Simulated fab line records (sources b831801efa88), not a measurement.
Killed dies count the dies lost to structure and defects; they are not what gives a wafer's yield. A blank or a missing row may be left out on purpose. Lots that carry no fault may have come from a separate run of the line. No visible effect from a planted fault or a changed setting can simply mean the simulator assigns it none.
Which tool did it? -- flow gf180mcu -- 12 lots (36 wafers sampled), 1 step of a 602-step route

== WHAT EACH GAUGE READ, for each wafer ==
GF_V1_THK_MEAS_01.
lot,measured,on,V1_CVD_00_THK (nm)
L075,day 17 13:44,film metro-01,594 595 596
L077,day 18 05:11,film metro-01,598 593 598
L079,day 19 09:55,film metro-01,588 594 597
L081,day 20 04:59,film metro-01,586 593 603
L083,day 20 16:31,film metro-02,591 588 598
L085,day 21 13:10,film metro-04,607 607 594
L087,day 22 01:35,film metro-01,606 595 602
L089,day 23 05:34,film metro-01,595 603 593
L091,day 23 12:32,film metro-02,595 605 600
L093,day 24 04:31,film metro-01,595 606 595
L095,day 24 15:11,film metro-04,598 608 605
L097,day 25 04:43,film metro-02,601 592 596

== WHICH TOOL RAN EACH LOT (tool, then ch and the chambers of the sampled wafers, then the start) ==
Before these readings, the record contains no process step.

== THE ANSWER, worked out from the rows above alone ==
Rule: usual is defined by the lots themselves. Put in order of their means at a reading, lots are off if they are a third of the lots or fewer, leave a main group of 4 or more, and stand apart from it by a gap of 3 or more times the standard deviation of the main group's means; of several such gaps the widest counts. A main group whose means are all the same, to the digits that the tables above print for the reading, isn't used. Also off: a lot with no number at a reading for which 4 or more lots have one. All remaining lots with rows at the step are treated as sound.
None of the lots is off at any reading shown; this tells nothing.

== WHAT THE SIMULATOR PUT IN ==
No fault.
